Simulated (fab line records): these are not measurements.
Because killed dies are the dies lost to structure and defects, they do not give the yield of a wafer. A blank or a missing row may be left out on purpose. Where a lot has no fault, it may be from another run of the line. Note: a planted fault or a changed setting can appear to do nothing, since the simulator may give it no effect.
fab line records -- flow sky130
[record] lots = 11, wafers = 33, lastDay = 50
route steps=708 shown FIELD_ISO@16 GATE_OXIDE@188 RES_PROTECT@214 LDD_P@265 PAD_OPEN@708
lots that met no fault: from a run of the same line without faults
startH: start of the lot's first displayed wafer, in hours after the record's first day -- waitH: hours since the lot's step before -- " the same as in the row above -- L1.1+2: a single row standing in for several wafers -- - value missing, or start not given -- * or withheld: withheld -- < > ~ a bound
route shown NAME@n: a module of which the file shows steps, and the number in the route of the first -- usual: mean and standard deviation over wafers with no fault -- same: alike in all rows -- chamber/n: place in a boat -- sites: per-site readings -- _std_site: how widely they spread, as a standard deviation -- _edge_site: mean of outer sites minus mean of inner sites -- radiusMm: for every site, how far away it sits from the centre of the wafer -- mask NAME#n: copy n -- behind: the most recent tool/chamber to have shaped the wafer -- hold: why the lot went on hold/how many hours it stayed there/how the hold came to an end -- device: whichever transistor did not switch (one of n, p or np) -- end of line: tests of these same wafers at the route's end -- a step without rows: its recipe alone -- killed: count of dies lost to structure and defects at first sort (not the wafer's yield) -- map: per-die view of a wafer (x killed, . not killed, _ where there is no die)
set.NAME: setting as actually run; set.NAME@STEP: the setting as run at that earlier step -- model.NAME: the simulator's own value behind a step, which no gauge read
route steps across a sampled set of lots; one table per step, one row per wafer
services: a tool's chamber out of use, with start hour (startH, from the record's first day; less than 0 if before it), hours out, and reason
[[steps]]
[step SKY_FIELD_ISO_ETCH_15]
[recipe] chemistry = CHF3/O2, targetDepthNm = 180, stopOn = Si, sourceW = 600, biasW = 200, pressureMtorr = 40, chf3FlowSccm = 50, O2_flow_sccm = 5, timeS = 72
[usual] drypumpMotorCurrentA = 5.6/0.47, oesProductAu = 0.948/0.0067, throttleValvePct = 8.844/0.0097
lot.wafer,tool,chamber,startH,waitH,drypumpMotorCurrentA,oesProductAu,rfHoursCounterH,throttleValvePct
L148.1,rieDiel-03,3,29.98,0.0,5.9,0.959,48,8.846
L148.3,rieDiel-03,2,29.98,0.0,5.4,0.947,80,8.843
L148.4,rieDiel-03,1,29.98,0.0,6.5,0.949,84,8.841
L151.1,rieDiel-03,2,44.05,0.0,5.4,0.950,80,8.852
L151.3,rieDiel-03,3,44.05,0.0,5.9,0.947,49,8.843
L151.4,rieDiel-03,1,44.05,0.0,6.5,0.942,84,8.836
L153.3,rieDiel-04,2,56.27,0.0,4.8,0.955,0,8.853
L153.4,rieDiel-04,3,56.27,0.0,5.1,0.948,51,8.832
L153.6,rieDiel-04,3,56.27,0.0,5.1,0.956,-,8.832
L154.1,rieDiel-03,3,60.77,0.0,5.9,0.945,49,8.842
L154.3,rieDiel-03,2,60.77,0.0,5.4,0.948,81,8.845
L154.6,rieDiel-03,1,60.77,0.0,6.6,0.949,-,8.832
L155.3,rieDiel-01,3,66.87,0.0,5.5,0.945,73,8.843
L155.4,rieDiel-01,0,66.87,0.0,5.8,0.948,79,8.847
L155.6,rieDiel-01,3,66.87,0.0,5.5,0.956,-,8.841
L157.1,rieDiel-03,2,76.41,0.0,5.4,0.949,81,8.846
L157.2,rieDiel-03,0,76.41,0.0,5.0,0.943,32,8.840
L157.4,rieDiel-03,1,76.41,0.0,6.5,0.951,85,8.852
L160.3,rieDiel-03,3,91.95,0.0,5.9,0.939,49,8.838
L160.4,rieDiel-03,0,91.95,0.0,5.0,0.932,32,8.852
L160.6,rieDiel-03,0,91.95,0.0,5.0,0.946,-,8.851
L161.3,rieDiel-03,3,97.30,0.0,5.9,0.959,50,8.844
L161.4,rieDiel-03,0,97.30,0.0,5.0,0.963,32,8.859
L161.6,rieDiel-03,1,97.30,0.0,6.5,0.961,-,8.837
L165.1,rieDiel-01,0,116.87,0.0,5.9,0.938,80,8.847
L165.3,rieDiel-01,1,116.87,0.0,5.1,0.935,57,8.863
L165.6,rieDiel-01,3,116.87,0.0,5.5,0.939,-,8.839
L167.2,rieDiel-03,2,127.65,0.0,5.4,0.943,82,8.825
L167.4,rieDiel-03,3,127.65,0.0,5.8,0.937,50,8.840
L167.6,rieDiel-03,3,127.65,0.0,5.9,0.939,-,8.841
L170.1,rieDiel-04,3,145.20,0.0,5.0,0.956,52,8.858
L170.3,rieDiel-04,1,145.20,0.0,5.9,0.942,113,8.830
L170.4,rieDiel-04,0,145.20,0.0,5.5,0.952,105,8.830
[step SKY_GATE_OXIDE_OXIDATION_01]
[recipe] tempC = 893.3, ambient = O2, stabiliseS = 600, purgeS = 300, targetThkA = 102.68, oxTimeS = 1473
[usual] tube_center_temp_C_max = 895.6/0.4
lot.wafer,tool,chamber,startH,waitH,tube_center_temp_C_max
L148.1,furnace-01,0,281.76,1.5,895.3
L148.3,furnace-01,0,281.76,1.5,895.9
L148.4,furnace-01,0,281.76,1.5,895.7
L151.1,furnace-02,0,300.39,0.4,895.6
L151.3,furnace-02,0,300.39,0.4,895.7
L151.4,furnace-02,0,300.39,0.4,895.2
L153.3,furnace-01,0,324.66,1.6,896.3
L153.4,furnace-01,0,324.66,1.6,895.5
L153.6,furnace-01,0,324.66,1.6,896.1
L153.3,furnace-01,0,327.58,1.5,895.1
L153.4,furnace-01,0,327.58,1.5,895.7
L153.6,furnace-01,0,327.58,1.5,894.9
L154.1,furnace-02,0,330.36,0.8,895.5
L154.3,furnace-02,0,330.36,0.8,895.1
L154.6,furnace-02,0,330.36,0.8,895.4
L155.3,furnace-02,0,340.18,0.5,896.3
L155.4,furnace-02,0,340.18,0.5,895.3
L155.6,furnace-02,0,340.18,0.5,895.3
L157.1,furnace-02,0,356.63,0.7,895.6
L157.2,furnace-02,0,356.63,0.7,895.4
L157.4,furnace-02,0,356.63,0.7,896.0
L160.3,furnace-02,0,378.82,1.6,896.2
L160.4,furnace-02,0,378.82,1.6,895.5
L160.6,furnace-02,0,378.82,1.6,895.4
L160.3,furnace-02,0,381.41,1.2,895.9
L160.4,furnace-02,0,381.41,1.2,896.2
L160.6,furnace-02,0,381.41,1.2,896.0
L161.3,furnace-02,0,395.47,1.4,895.5
L161.4,furnace-02,0,395.47,1.4,895.4
L161.6,furnace-02,0,395.47,1.4,895.3
L161.3,furnace-02,0,398.23,1.3,895.8
L161.4,furnace-02,0,398.23,1.3,896.0
L161.6,furnace-02,0,398.23,1.3,895.8
L165.1,furnace-01,0,422.61,1.5,895.4
L165.3,furnace-01,0,422.61,1.5,895.7
L165.6,furnace-01,0,422.61,1.5,895.7
L167.2,furnace-02,0,439.00,2.0,894.9
L167.4,furnace-02,0,439.00,2.0,895.8
L167.6,furnace-02,0,439.00,2.0,895.3
L170.1,furnace-02,0,476.68,0.0,895.7
L170.3,furnace-02,0,476.68,0.0,896.0
L170.4,furnace-02,0,476.68,0.0,896.5
[step SKY_GATE_OXIDE_THK_MEAS_02]
[recipe] reads = SiO2_of_GATE_OXIDE_OXIDATION_01
[usual] GATE_OXIDE_OXIDATION_00_THK = 9.51/0.19
lot.wafer,tool,chamber,startH,waitH,GATE_OXIDE_OXIDATION_00_THK[nm]
L148.1,filmMetro-01,-,283.17,0.0,9.30
L148.3,filmMetro-01,-,283.17,0.0,9.21
L148.4,filmMetro-01,-,283.17,0.0,9.32
L151.1,filmMetro-04,-,301.80,0.0,9.16
L151.3,filmMetro-04,-,301.80,0.0,9.18
L151.4,filmMetro-04,-,301.80,0.0,9.33
L153.3,filmMetro-04,-,329.13,0.1,15.26
L153.4,filmMetro-04,-,329.13,0.1,15.52
L153.6,filmMetro-04,-,329.13,0.1,15.41
L154.1,filmMetro-01,-,331.76,0.0,9.61
L154.3,filmMetro-01,-,331.76,0.0,9.63
L154.6,filmMetro-01,-,331.76,0.0,9.78
L155.3,filmMetro-02,-,341.61,0.0,9.71
L155.4,filmMetro-02,-,341.61,0.0,9.71
L155.6,filmMetro-02,-,341.61,0.0,9.71
L157.1,filmMetro-01,-,358.04,0.0,9.48
L157.2,filmMetro-01,-,358.04,0.0,9.71
L157.4,filmMetro-01,-,358.04,0.0,9.64
L160.3,filmMetro-02,-,382.84,0.0,15.47
L160.4,filmMetro-02,-,382.84,0.0,15.70
L160.6,filmMetro-02,-,382.84,0.0,15.77
L161.3,filmMetro-01,-,399.73,0.1,15.90
L161.4,filmMetro-01,-,399.73,0.1,15.90
L161.6,filmMetro-01,-,399.73,0.1,15.82
L165.1,filmMetro-02,-,424.02,0.0,9.28
L165.3,filmMetro-02,-,424.02,0.0,9.48
L165.6,filmMetro-02,-,424.02,0.0,9.44
L167.2,filmMetro-04,-,440.42,0.0,9.48
L167.4,filmMetro-04,-,440.42,0.0,9.63
L167.6,filmMetro-04,-,440.42,0.0,9.75
L170.1,filmMetro-04,-,478.09,0.0,9.48
L170.3,filmMetro-04,-,478.09,0.0,9.63
L170.4,filmMetro-04,-,478.09,0.0,9.43
[step SKY_RES_PROTECT_STRIP_07]
[recipe] chemistry = O2/N2, powerW = 1400, pressureMtorr = 1500, platenTempC = withheld, o2FlowSccm = 3000, n2FlowSccm = 300, overashFraction = 0.5
[usual] drypumpMotorCurrentA = 5.68/0.23, oesProductAu = 0.520/0.0044, stripTimeToEndpointS = 23.15/0.035
lot.wafer,tool,chamber,startH,waitH,drypumpMotorCurrentA,oesProductAu,rfHoursCounterH,stripTimeToEndpointS
L148.1,plasmaAsher-04,1,340.06,0.1,5.55,0.519,22,23.21
L148.3,plasmaAsher-04,1,340.06,0.1,5.48,0.517,-,23.13
L148.4,plasmaAsher-04,0,340.06,0.1,5.84,0.516,-,23.19
L151.1,plasmaAsher-04,0,359.04,0.1,5.80,0.524,23,23.14
L151.3,plasmaAsher-04,0,359.04,0.1,5.84,0.526,-,23.18
L151.4,plasmaAsher-04,1,359.04,0.1,5.52,0.514,-,23.14
L153.3,plasmaAsher-04,0,384.55,0.1,5.85,0.519,-,23.13
L153.4,plasmaAsher-04,1,384.55,0.1,5.52,0.520,-,23.13
L153.6,plasmaAsher-04,0,384.55,0.1,5.82,0.524,-,23.14
L154.1,plasmaAsher-04,1,390.82,0.1,5.54,0.516,26,23.19
L154.3,plasmaAsher-04,1,390.82,0.1,5.55,0.514,-,23.19
L154.6,plasmaAsher-04,1,390.82,0.1,5.56,0.525,-,23.22
L155.3,plasmaAsher-03,1,404.30,0.1,5.68,0.524,-,23.21
L155.4,plasmaAsher-03,0,404.30,0.1,5.68,0.527,-,23.15
L155.6,plasmaAsher-03,1,404.30,0.1,5.68,0.515,-,23.21
L157.1,plasmaAsher-03,0,420.34,0.1,5.70,0.531,55,23.13
L157.2,plasmaAsher-03,1,420.34,0.1,5.68,0.525,55,23.14
L157.4,plasmaAsher-03,1,420.34,0.1,5.66,0.525,-,23.14
L160.3,plasmaAsher-04,0,443.05,0.1,5.82,0.522,-,23.14
L160.4,plasmaAsher-04,1,443.05,0.1,5.55,0.515,-,23.11
L160.6,plasmaAsher-04,0,443.05,0.1,5.82,0.518,-,23.17
L161.3,plasmaAsher-04,0,460.67,0.1,5.84,0.513,-,23.18
L161.4,plasmaAsher-04,1,460.67,0.1,5.53,0.516,-,23.14
L161.6,plasmaAsher-04,1,460.67,0.1,5.50,0.519,-,23.14
L165.1,plasmaAsher-04,0,490.14,0.1,5.83,0.521,36,23.12
L165.3,plasmaAsher-04,0,490.14,0.1,5.81,0.522,-,23.13
L165.6,plasmaAsher-04,0,490.14,0.1,5.83,0.524,-,23.16
L167.2,plasmaAsher-02,1,504.01,0.1,6.11,0.519,85,23.11
L167.4,plasmaAsher-02,0,504.01,0.1,5.22,0.522,-,23.18
L167.6,plasmaAsher-02,1,504.01,0.1,6.14,0.513,-,23.09
L170.1,plasmaAsher-04,0,540.22,0.1,5.84,0.518,42,23.08
L170.3,plasmaAsher-04,1,540.22,0.1,5.51,0.524,-,23.13
L170.4,plasmaAsher-04,0,540.22,0.1,5.87,0.523,-,23.12
[step SKY_LDD_P_STRIP_10]
[recipe] chemistry = O2/N2, powerW = 1400, pressureMtorr = 1500, platenTempC = withheld, o2FlowSccm = 3000, n2FlowSccm = 300, overashFraction = 0.5
[usual] drypumpMotorCurrentA = 5.80/0.28, oesProductAu = 0.715/0.0042, stripTimeToEndpointS = 14.31/0.033
lot.wafer,tool,chamber,startH,waitH,drypumpMotorCurrentA,oesProductAu,rfHoursCounterH,stripTimeToEndpointS
L148.1,plasmaAsher-03,0,433.93,0.1,5.66,0.708,56,14.29
L148.3,plasmaAsher-03,1,433.93,0.1,5.61,0.712,-,14.32
L148.4,plasmaAsher-03,0,433.93,0.1,5.70,0.720,-,14.32
L151.1,plasmaAsher-01,0,452.78,0.1,6.49,0.714,2,14.39
L151.3,plasmaAsher-01,0,452.78,0.1,6.49,0.718,-,14.34
L151.4,plasmaAsher-01,1,452.78,0.1,6.00,0.707,-,14.36
L153.3,plasmaAsher-03,1,480.76,0.1,5.72,0.719,-,14.34
L153.4,plasmaAsher-03,0,480.76,0.1,5.70,0.712,-,14.35
L153.6,plasmaAsher-03,0,480.76,0.1,5.69,0.706,-,14.30
L154.1,plasmaAsher-03,1,486.48,0.1,5.65,0.713,61,14.29
L154.3,plasmaAsher-03,0,486.48,0.1,5.68,0.709,-,14.31
L154.6,plasmaAsher-03,1,486.48,0.1,5.70,0.712,-,14.27
L155.3,plasmaAsher-03,1,502.16,0.1,5.66,0.716,-,14.29
L155.4,plasmaAsher-03,0,502.16,0.1,5.66,0.712,-,14.30
L155.6,plasmaAsher-03,1,502.16,0.1,5.70,0.713,-,14.28
L157.1,plasmaAsher-04,1,518.35,0.1,5.53,0.714,39,14.28
L157.2,plasmaAsher-04,0,518.35,0.1,5.85,0.723,39,14.28
L157.4,plasmaAsher-04,0,518.35,0.1,5.84,0.717,-,14.28
L160.3,plasmaAsher-03,0,538.56,0.1,5.66,0.715,-,14.30
L160.4,plasmaAsher-03,1,538.56,0.1,5.61,0.715,-,14.28
L160.6,plasmaAsher-03,1,538.56,0.1,5.66,0.716,-,14.27
L161.3,plasmaAsher-01,1,555.83,0.1,6.03,0.712,-,14.29
L161.4,plasmaAsher-01,0,555.83,0.1,6.49,0.714,-,14.30
L161.6,plasmaAsher-01,1,555.83,0.1,6.04,0.719,-,14.32
L165.1,plasmaAsher-04,0,583.83,0.1,5.88,0.716,47,14.28
L165.3,plasmaAsher-04,0,583.83,0.1,5.81,0.716,-,14.30
L165.6,plasmaAsher-04,1,583.83,0.1,5.53,0.714,-,14.34
L167.2,plasmaAsher-04,0,597.37,0.1,5.86,0.719,48,14.35
L167.4,plasmaAsher-04,1,597.37,0.1,5.52,0.717,-,14.33
L167.6,plasmaAsher-04,1,597.37,0.1,5.57,0.721,-,14.38
L170.1,plasmaAsher-03,1,647.23,0.1,5.71,0.724,77,14.34
L170.3,plasmaAsher-03,0,647.23,0.1,5.70,0.720,-,14.31
L170.4,plasmaAsher-03,1,647.23,0.1,5.70,0.714,-,14.34
[step SKY_PAD_OPEN_PROBE_99]
[usual] killed_at_M0_to_M3 = 44/7.5, killed_at_M4_up = 3.1/1.7, killedAtContacts = 24/6.2, killedAtFrontEnd = 15/4.2, killedAtOther = 0.4/0.58, killedDies = 85/10, killedOpen = 47/7.7, killedShort = 38/6.4
[same] grossDies = 492, killedAtBackSide = 0
lot.wafer,tool,chamber,startH,waitH,killed_at_M0_to_M3,killed_at_M4_up,killedAtContacts,killedAtFrontEnd,killedAtOther,killedDies,killedOpen,killedShort
L160.6,prober-01,-,1142.77,0.2,41,4,16,20,1,82,41,40
// killed by level:class
L160.6 METAL1:geometricParticle:short=8 VIA1:geometricParticle:open=8 FIELD_ISO:geometricParticle:short=7 CONTACT:geometricParticle:open=6 VIA2:geometricParticle:open=6 LI_CONTACT:geometricParticle:open=5 METAL2:geometricParticle:short=5 FIELD_ISO:geometricParticle:open=4
[[services]]
tool,chamber,startH,hours,kind
furnace-02,-,20.11,3.7,pm
plasmaAsher-04,-,21.71,2.8,pm
furnace-02,-,72.80,2.9,pm
plasmaAsher-03,-,77.84,21.3,repair
plasmaAsher-04,-,108.75,9.0,pm
plasmaAsher-03,-,112.16,11.3,repair
plasmaAsher-03,-,128.24,2.5,repair
plasmaAsher-03,-,138.45,2.4,repair
furnace-02,-,151.66,5.7,pm
rieDiel-03,2,215.97,3.6,repair
plasmaAsher-04,-,231.93,3.5,repair
furnace-02,-,241.06,3.7,pm
plasmaAsher-04,-,255.71,0.9,repair
plasmaAsher-04,-,271.15,2.1,repair
rieDiel-03,1,287.11,11.7,repair
rieDiel-03,0,296.39,14.7,repair
furnace-02,-,301.80,3.4,pm
plasmaAsher-03,-,384.59,0.4,repair
furnace-02,-,407.98,2.5,pm
plasmaAsher-04,-,453.98,2.1,repair
plasmaAsher-03,-,474.05,2.6,repair
rieDiel-03,0,500.90,9.4,repair
rieDiel-03,1,548.08,43.1,repair
furnace-02,-,575.89,4.3,pm
[[key]]
[firstSign] step = SKY_GATE_OXIDE_OXIDATION_01, reading = visit, direction = added
[effect] step = SKY_GATE_OXIDE_THK_MEAS_02, reading = GATE_OXIDE_OXIDATION_00_THK, direction = up, sigmas = 33, usual = 9.51, struck = 15.64
metAt SKY_GATE_OXIDE_OXIDATION_01
struckLots L153,L160,L161
testerLeftOut L153,L160,L161
notActingAt SKY_FIELD_ISO_ETCH_15,SKY_RES_PROTECT_STRIP_07,SKY_LDD_P_STRIP_10
[fault] kind = repeatedStepWhole, tool = furnace-01,furnace-02, chamber = -, onsetH = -, steps = SKY_GATE_OXIDE_OXIDATION_01, times = 1, scope = struckLotsOnly
// testerLeftOut: of these lots the tester's yield and bins aren't shown, on N5 and GAA mostly nor the transistor test; their killed dies are dies lost to structure and defects alone, not to doping, threshold or leakage, so they don't give the yield
